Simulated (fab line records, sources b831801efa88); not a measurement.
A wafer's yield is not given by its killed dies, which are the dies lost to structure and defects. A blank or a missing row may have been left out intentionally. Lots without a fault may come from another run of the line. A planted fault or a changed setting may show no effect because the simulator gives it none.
fab line records | flow sky130
[record] lots = 12 wafers = 36 lastDay = 50
route steps=708 shown FIELD_ISO@16 SONOS_ONO@183 POLY_GATE@227 PAD_OPEN@708
lots untouched by any fault: they come from a run of this same line in which no faults occurred
startH: hours from the record's opening day to when the first of the lot's shown wafers began | waitH: hours from the lot's prior step to this one | " identical to the entry in the row above | L1.1+2: several wafers, shown together as one row | - no value, or no start given | * or withheld: withheld | < > ~ a bound
route shown NAME@n: a module of which the file shows steps, and the number in the route of the first | usual: mean/standard deviation taken from wafers without a fault | same: alike in all rows | chamber/n: place in a boat | sites: each site's reading | _std_site: the values' standard deviation | _edge_site: inner sites' mean taken away from outer sites' mean | radiusMm: how far each site lies from the wafer's centre | mask NAME#n: copy n | behind: the most recent tool/chamber to have shaped the wafer | hold: why the lot was held/for how many hours/how that ended | device: whichever transistor did not switch (one of n, p or np) | end of line: at the end of the route, the tests of the same wafers | for a step that has no rows: nothing shown but its recipe | killed: dies lost to structure and defects at the first sort, not the wafer's yield | map: the dies of a wafer, with x for killed, . for not killed, _ for no die there
set.NAME: the setting the step ran with; set.NAME@STEP: the setting that earlier step ran with | model.NAME: the simulator's own value behind a step, which no gauge read
steps of the route over a sample of lots; a table a step, a row a wafer
services: a tool's chamber out of use, with start hour (startH, from the record's first day; less than 0 if before it), hours out, and reason
[[steps]]
[step SKY_FIELD_ISO_ETCH_15]
[recipe] chemistry = CHF3/O2 targetDepthNm = 180 stopOn = Si sourceW = 600 biasW = 200 pressureMtorr = 40 chf3FlowSccm = 50 O2_flow_sccm = 5 timeS = 72
[usual] O2_flow_sccm = 4.998/0.014 biasW = 200.0/0.61 chf3FlowSccm = 50.00/0.14 drypumpMotorCurrentA = 5.4/0.5 oesProductAu = 0.946/0.0067 throttleValvePct = 8.845/0.0088
// columns lot.wafer tool chamber startH waitH O2_flow_sccm biasW chf3FlowSccm drypumpMotorCurrentA oesProductAu rfHoursCounterH throttleValvePct
L315.1 rieDiel-04 0 29.30 0.0 4.990 198.4 50.09 5.2 0.942 117 8.840
L315.4 " 1 " " 4.994 199.6 49.86 5.3 0.941 137 8.852
L315.5 " 1 " " 5.016 199.7 50.08 5.3 0.941 - 8.850
L318.1 rieDiel-02 0 47.25 0.0 4.984 201.0 50.14 5.1 0.940 1 8.836
L318.3 " 3 " " 4.992 200.3 49.87 5.2 0.940 45 8.852
L318.4 " 2 " " 5.009 200.0 50.04 5.3 0.952 138 8.858
L320.2 rieDiel-01 1 56.37 0.0 5.021 200.2 49.86 6.5 0.942 168 8.840
L320.3 " 2 " " 5.010 199.4 50.07 5.3 0.944 75 8.828
L320.6 " 2 " " 4.992 199.3 49.88 5.3 0.942 - 8.851
L322.3 rieDiel-04 3 66.95 0.0 5.006 200.6 50.01 4.7 0.956 104 8.854
L322.4 " 0 " " 4.991 200.4 50.09 5.2 0.955 117 8.835
L322.6 " 3 " " 5.016 200.5 49.95 4.7 0.942 - 8.857
L326.3 rieDiel-02 0 85.87 0.0 5.017 199.1 50.14 5.1 0.945 2 8.844
L326.5 " 1 " " 5.004 200.7 50.01 6.3 0.948 - 8.839
L326.6 " 2 " " 4.981 199.7 50.12 5.3 0.949 - 8.840
L327.1 rieDiel-02 2 90.57 0.0 5.006 200.6 49.90 5.3 0.929 139 8.841
L327.3 " 1 " " 4.989 200.3 50.24 6.3 0.942 83 8.850
L327.5 " 3 " " 4.996 199.2 50.00 5.2 0.934 - 8.841
L328.2 rieDiel-04 0 99.60 0.0 4.985 199.4 49.78 5.2 0.948 118 8.843
L328.3 " 2 " " 5.001 199.7 49.90 5.5 0.953 33 8.843
L328.4 " 2 " " 4.999 199.4 50.07 5.5 0.949 - 8.849
L332.1 rieDiel-04 0 117.74 0.0 5.009 199.8 49.81 5.2 0.948 118 8.831
L332.3 " 1 " " 4.958 200.6 49.97 5.3 0.947 138 8.839
L332.6 " 1 " " 5.004 200.6 50.33 5.3 0.952 - 8.847
L334.1 rieDiel-02 1 126.94 0.0 4.987 199.9 50.21 6.2 0.943 83 8.845
L334.3 " 0 " " 5.016 199.1 49.92 5.1 0.948 3 8.833
L334.6 " 0 " " 4.984 199.3 49.97 5.1 0.940 - 8.830
L335.4 rieDiel-04 3 133.32 0.0 4.985 199.0 50.16 4.7 0.948 105 8.847
L335.5 " 1 " " 4.987 200.0 50.05 5.3 0.944 - 8.843
L335.6 " 2 " " 4.999 199.1 50.08 5.5 0.953 - 8.846
L336.1 rieDiel-02 0 138.72 0.0 5.014 199.8 50.00 5.1 0.942 3 8.855
L336.3 " 3 " " 4.996 200.4 49.85 5.2 0.940 46 8.850
L336.4 " 1 " " 5.011 200.6 49.96 6.3 0.944 84 8.843
L337.4 rieDiel-02 1 144.02 0.0 5.035 201.1 49.94 6.3 0.950 84 8.830
L337.5 " 1 " " 5.013 199.6 49.96 6.3 0.954 - 8.845
L337.6 " 2 " " 4.971 200.1 49.90 5.3 0.965 - 8.853
[step SKY_SONOS_ONO_ETCH_15]
[recipe] targetDepthNm = 19.52 chemistry = CHF3/O2 sourceW = 600 biasW = 200 pressureMtorr = 40 chf3FlowSccm = 50 O2_flow_sccm = 5 timeS = 7.8
[usual] O2_flow_sccm = 5.002/0.015 biasW = 200.0/0.62 chf3FlowSccm = 50.01/0.16 drypumpMotorCurrentA = 5.4/0.39 oesProductAu = 1.000/0.0089 throttleValvePct = 8.825/0.0096
// columns lot.wafer tool chamber startH waitH O2_flow_sccm biasW chf3FlowSccm drypumpMotorCurrentA oesProductAu rfHoursCounterH throttleValvePct
L315.1 rieDiel-02 3 293.41 0.0 5.008 200.8 49.81 5.2 1.001 50 8.833
L315.4 " 1 " " 5.041 199.9 50.02 6.3 1.013 87 8.826
L315.5 " 1 " " 5.012 200.6 49.98 6.3 1.000 - 8.819
L318.1 rieDiel-03 1 302.43 0.0 5.002 199.7 49.88 5.5 1.015 49 8.835
L318.3 " 2 " " 4.977 200.5 49.84 5.4 0.989 4 8.830
L318.4 " 0 " " 4.995 200.6 49.80 5.8 0.996 9 8.828
L320.2 rieDiel-04 3 323.81 0.0 4.997 200.7 50.16 4.7 1.009 108 8.818
L320.3 " 1 " " 4.999 199.8 50.24 5.3 0.992 1 8.826
L320.6 " 1 " " 4.987 199.7 49.94 5.3 0.992 - 8.819
L322.3 rieDiel-03 0 337.46 0.0 4.993 200.2 49.91 5.8 0.986 9 8.819
L322.4 " 2 " " 5.005 200.0 50.01 5.4 0.990 5 8.813
L322.6 " 0 " " 5.002 200.0 50.22 5.8 0.982 - 8.811
L326.3 rieDiel-04 3 376.03 0.0 4.981 199.8 50.09 4.8 0.999 109 8.814
L326.5 " 3 " " 5.017 199.5 49.89 4.8 1.004 - 8.825
L326.6 " 2 " " 5.011 199.0 49.94 5.4 1.006 - 8.826
L327.1 rieDiel-04 2 383.78 0.0 5.008 200.3 50.01 5.4 1.003 37 8.815
L327.3 " 0 " " 4.991 200.1 50.03 5.2 1.008 1 8.825
L327.5 " 1 " " 5.006 198.8 50.05 5.3 1.000 - 8.835
L328.2 rieDiel-02 0 392.38 0.0 5.010 199.7 49.85 5.1 0.996 7 8.824
L328.3 " 2 " " 5.027 199.8 49.75 5.3 1.024 3 8.832
L328.4 " 3 " " 5.029 200.1 50.35 5.2 0.998 52 8.823
L332.1 rieDiel-04 1 425.88 0.0 4.988 200.8 50.28 5.3 0.994 3 8.804
L332.3 " 0 " " 5.018 200.3 50.00 5.2 0.999 1 8.821
L332.6 " 0 " " 5.023 200.6 50.06 5.2 0.999 - 8.813
L334.1 rieDiel-03 3 435.68 0.0 4.970 200.7 50.00 5.9 1.005 27 8.810
L334.3 " 0 " " 4.996 199.9 50.18 5.9 0.977 11 8.838
L334.6 " 2 " " 5.021 200.3 49.74 5.4 1.001 - 8.832
L335.4 rieDiel-02 2 443.23 0.0 5.034 199.0 50.01 5.2 1.011 4 8.823
L335.5 " 0 " " 4.985 200.1 49.94 5.1 0.994 - 8.831
L335.6 " 1 " " 5.005 199.6 50.12 6.3 0.995 - 8.798
L336.1 rieDiel-04 1 453.11 0.0 5.004 199.7 49.96 5.3 1.011 4 8.811
L336.3 " 0 " " 5.002 200.8 49.93 5.2 0.998 2 8.812
L336.4 " 0 " " 4.987 201.1 50.06 5.2 0.994 - 8.822
L337.4 rieDiel-03 1 479.01 0.0 5.003 200.7 49.91 5.4 1.020 52 8.819
L337.5 " 1 " " 5.000 199.2 49.86 5.4 1.006 - 8.835
L337.6 " 0 " " 4.960 200.9 49.84 5.8 0.993 - 8.826
[step SKY_SONOS_ONO_WET_ETCH_16]
[recipe] chemistry = dHF targetDepthNm = 14 dry = n2Spin target = SiO2 dilution = 100:1 tempC = 25 timeS = 280
[usual] bathHeatDutyPct = 6.5/0.55 runLengthS = 308/3.7
// columns lot.wafer tool chamber startH waitH bathHeatDutyPct runLengthS
L315.1 wetBench-01 3 293.43 0.0 6.3 306
L315.4 " 3 " " 7.2 306
L315.5 " 3 " " 6.7 306
L318.1 wetBench-03 3 302.45 0.0 6.0 315
L318.3 " 3 " " 5.4 315
L318.4 " 3 " " 5.9 315
L320.2 wetBench-01 1 323.83 0.0 6.1 313
L320.3 " 1 " " 7.1 313
L320.6 " 1 " " 6.1 313
L322.3 wetBench-01 0 337.48 0.0 5.8 314
L322.4 " 0 " " 5.4 314
L322.6 " 0 " " 5.4 314
L326.3 wetBench-01 3 376.05 0.0 - -
L326.5 " 3 " " - -
L326.6 " 3 " " - -
L327.1 wetBench-01 2 383.80 0.0 - -
L327.3 " 2 " " - -
L327.5 " 2 " " - -
L328.2 wetBench-03 1 392.40 0.0 - -
L328.3 " 1 " " - -
L328.4 " 1 " " - -
L332.1 wetBench-03 0 425.90 0.0 5.9 314
L332.3 " 0 " " 4.7 314
L332.6 " 0 " " 5.9 314
L334.1 wetBench-03 1 435.70 0.0 6.4 314
L334.3 " 1 " " 6.3 314
L334.6 " 1 " " 7.1 314
L335.4 wetBench-01 3 443.25 0.0 7.0 307
L335.5 " 3 " " 5.9 307
L335.6 " 3 " " 6.8 307
L336.1 wetBench-03 3 453.13 0.0 6.2 307
L336.3 " 3 " " 7.0 307
L336.4 " 3 " " 6.7 307
L337.4 wetBench-04 2 479.03 0.0 6.8 308
L337.5 " 2 " " 6.6 308
L337.6 " 2 " " 6.4 308
[step SKY_POLY_GATE_CD_MEAS_13]
[recipe] targetCdNm = 150
[usual] cdNm = 150.0/1.3
// columns lot.wafer tool chamber startH waitH cdNm
L315.1 cdSem-01 - 384.30 - 148.7
L315.4 " - " " 149.1
L315.5 " - " " 148.8
L318.1 cdSem-01 - 397.37 - 149.4
L318.3 " - " " 147.1
L318.4 " - " " 146.5
L320.2 cdSem-02 - 413.61 - 149.6
L320.3 " - " " 150.3
L320.6 " - " " 149.9
L322.3 cdSem-01 - 437.61 - 149.4
L322.4 " - " " 149.3
L322.6 " - " " 149.1
L332.1 cdSem-01 - 526.15 - 148.3
L332.3 " - " " 149.5
L332.6 " - " " 149.7
L334.1 cdSem-02 - 537.99 - 149.9
L334.3 " - " " 150.4
L334.6 " - " " 149.6
L335.4 cdSem-02 - 541.96 - 151.8
L335.5 " - " " 150.9
L335.6 " - " " 152.3
L336.1 cdSem-02 - 551.74 - 149.4
L336.3 " - " " 150.0
L336.4 " - " " 151.5
L337.4 cdSem-02 - 579.75 - 149.6
L337.5 " - " " 150.6
L337.6 " - " " 151.0
[step SKY_PAD_OPEN_PROBE_99]
[usual] killed_at_M0_to_M3 = 44/7.4 killed_at_M4_up = 3.0/1.8 killedAtContacts = 24/5.1 killedAtFrontEnd = 15/4.3 killedAtOther = 0.3/0.54 killedDies = 86/9.9 killedOnRim = 17/3.9 killedOpen = 47/7.1 killedShort = 38/6.7
[same] grossDies = 492 killedAtBackSide = 0
// columns lot.wafer tool chamber startH waitH killed_at_M0_to_M3 killed_at_M4_up killedAtContacts killedAtFrontEnd killedAtOther killedDies killedOnRim killedOpen killedShort
L322.3 prober-02 - 1128.18 0.2 37 4 20 19 0 80 19 36 44
L322.4 prober-02 - 1128.23 0.2 32 6 23 12 0 73 17 36 37
L322.6 prober-02 - 1128.33 0.2 30 4 11 16 0 61 12 35 26
L326.3 prober-01 - 1149.58 0.2 43 2 29 418 0 492 96 53 40
L326.5 prober-01 - 1149.68 0.2 48 3 25 416 0 492 96 43 44
L326.6 prober-01 - 1149.73 0.2 43 7 23 418 1 492 96 54 39
L327.1 prober-02 - 1155.73 0.1 37 2 30 423 0 492 96 48 37
L327.3 prober-02 - 1155.83 0.2 42 5 35 410 0 492 96 60 34
L327.5 prober-02 - 1155.93 0.2 39 2 27 424 0 492 96 46 39
L328.2 prober-01 - 1161.12 0.1 36 4 13 438 1 492 96 46 22
L328.3 prober-01 - 1161.17 0.2 48 6 24 414 0 492 96 57 31
L328.4 prober-01 - 1161.22 0.2 46 3 28 415 0 492 96 51 36
// killed by level:class
L322.3 FIELD_ISO:geometricParticle:short=10 CONTACT:geometricParticle:open=9 VIA1:geometricParticle:open=7 METAL1:geometricParticle:short=7 VIA2:geometricParticle:open=5 METAL2:geometricParticle:short=5 LOCAL_INTERCONNECT:geometricParticle:short=4 VIA1:geometricParticle:short=4
L322.4 CONTACT:geometricParticle:open=8 LI_CONTACT:geometricParticle:open=7 VIA1:geometricParticle:open=7 METAL4:geometricParticle:short=6 VIA3:geometricParticle:open=6 POLY_GATE:geometricParticle:short=5 VIA2:geometricParticle:open=5 LOCAL_INTERCONNECT:geometricParticle:short=4
L322.6 VIA1:geometricParticle:open=6 FIELD_ISO:geometricParticle:open=5 VIA2:geometricParticle:open=5 METAL3:geometricParticle:short=5 POLY_GATE:geometricParticle:open=4 LI_CONTACT:geometricParticle:open=4 CONTACT:geometricParticle:open=4 FIELD_ISO:geometricParticle:short=3
L326.3 SONOS_ONO:areaEtch=399 VIA1:geometricParticle:open=12 CONTACT:geometricParticle:open=10 METAL2:geometricParticle:short=7 LI_CONTACT:geometricParticle:open=6 VIA3:geometricParticle:open=6 FIELD_ISO:geometricParticle:short=4 LI_CONTACT:geometricParticle:short=4
L326.5 SONOS_ONO:areaEtch=405 CONTACT:geometricParticle:open=12 METAL1:geometricParticle:short=10 VIA1:geometricParticle:open=8 VIA1:geometricParticle:short=7 METAL2:geometricParticle:short=6 VIA2:geometricParticle:open=6 VIA3:geometricParticle:open=5
L326.6 SONOS_ONO:areaEtch=399 VIA1:geometricParticle:open=12 VIA2:geometricParticle:open=11 LI_CONTACT:geometricParticle:open=7 CONTACT:geometricParticle:open=7 FIELD_ISO:geometricParticle:open=5 POLY_GATE:geometricParticle:short=5 LOCAL_INTERCONNECT:geometricParticle:short=4
L327.1 SONOS_ONO:areaEtch=407 CONTACT:geometricParticle:open=11 CONTACT:geometricParticle:short=8 VIA2:geometricParticle:open=8 LI_CONTACT:geometricParticle:open=7 POLY_GATE:geometricParticle:open=5 VIA1:geometricParticle:open=5 METAL2:geometricParticle:short=5
L327.3 SONOS_ONO:areaEtch=398 CONTACT:geometricParticle:open=14 VIA2:geometricParticle:open=11 VIA1:geometricParticle:open=9 LI_CONTACT:geometricParticle:open=8 FIELD_ISO:geometricParticle:short=7 CONTACT:geometricParticle:short=7 VIA3:geometricParticle:open=5
L327.5 SONOS_ONO:areaEtch=407 VIA1:geometricParticle:open=11 CONTACT:geometricParticle:open=8 LI_CONTACT:geometricParticle:open=7 CONTACT:geometricParticle:short=7 VIA2:geometricParticle:open=7 FIELD_ISO:geometricParticle:open=6 METAL3:geometricParticle:short=5
L328.2 SONOS_ONO:areaEtch=424 POLY_GATE:geometricParticle:open=9 VIA1:geometricParticle:open=9 VIA3:geometricParticle:open=7 VIA1:geometricParticle:short=7 CONTACT:geometricParticle:open=5 VIA2:geometricParticle:open=5 LI_CONTACT:geometricParticle:open=4
L328.3 SONOS_ONO:areaEtch=404 LI_CONTACT:geometricParticle:open=10 VIA1:geometricParticle:open=10 VIA2:geometricParticle:open=10 CONTACT:geometricParticle:open=8 METAL2:geometricParticle:short=8 VIA3:geometricParticle:open=6 VIA1:geometricParticle:short=4
L328.4 SONOS_ONO:areaEtch=405 VIA1:geometricParticle:open=13 CONTACT:geometricParticle:open=13 VIA2:geometricParticle:open=7 LI_CONTACT:geometricParticle:open=6 METAL1:geometricParticle:short=6 VIA1:geometricParticle:short=5 LOCAL_INTERCONNECT:geometricParticle:short=4
[[services]]
// columns tool chamber startH hours kind
rieDiel-03 - 42.93 0.8 repair
rieDiel-02 - 66.00 1.2 repair
rieDiel-01 3 67.80 9.2 repair
rieDiel-04 1 90.15 18.8 repair
rieDiel-01 3 112.35 4.7 repair
rieDiel-01 2 122.08 2.6 repair
rieDiel-03 - 152.52 4.3 pm
wetBench-03 - 164.04 1.1 repair
rieDiel-02 0 166.65 17.3 repair
rieDiel-03 3 174.66 3.5 repair
rieDiel-03 0 179.29 12.6 repair
rieDiel-02 3 271.33 3.1 repair
rieDiel-04 2 297.76 2.1 repair
rieDiel-02 0 334.26 8.1 repair
rieDiel-04 1 334.97 4.6 repair
rieDiel-02 2 345.49 1.3 repair
rieDiel-04 2 360.39 7.6 repair
rieDiel-04 - 382.19 0.2 repair
rieDiel-03 1 397.16 7.1 repair
rieDiel-04 3 420.27 34.9 repair
rieDiel-03 1 420.92 3.5 repair
rieDiel-02 0 425.87 2.5 repair
rieDiel-04 0 438.74 4.3 repair
rieDiel-02 2 470.62 9.8 repair
[[key]]
[firstSign] step = SKY_SONOS_ONO_WET_ETCH_16 reading = toolRecord direction = missing
[effect] step = SKY_PAD_OPEN_PROBE_99 reading = killedAtFrontEnd direction = up sigmas = 93 usual = 15 struck = 420
[moreKillsBornAt] SKY_SONOS_ONO_WET_ETCH_16@wetBench-01 = 2415 SKY_SONOS_ONO_WET_ETCH_16@wetBench-03 = 1233
metAt SKY_SONOS_ONO_WET_ETCH_16
struckLots L326,L327,L328
laterRowsLeftOut L326.3,L326.5,L326.6,L327.1,L327.3,L327.5,L328.2,L328.3,L328.4
testerLeftOut L326,L327,L328
notActingAt SKY_FIELD_ISO_ETCH_15,SKY_SONOS_ONO_ETCH_15,SKY_POLY_GATE_CD_MEAS_13
onsetBetween 337.48 376.05
[fault] kind = skippedStepWhole tool = wetBench-01,wetBench-03 chamber = - onsetH = 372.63 steps = SKY_SONOS_ONO_WET_ETCH_16 scope = struckLotsOnly
// testerLeftOut: of these lots the tester's yield and bins aren't shown, on N5 and GAA mostly nor the transistor test; their killed dies are dies lost to structure and defects alone, not to doping, threshold or leakage, so they don't give the yield
// laterRowsLeftOut: the simulator's readings of these wafers behind a module that went badly wrong aren't trusted and aren't shown, but for the sort
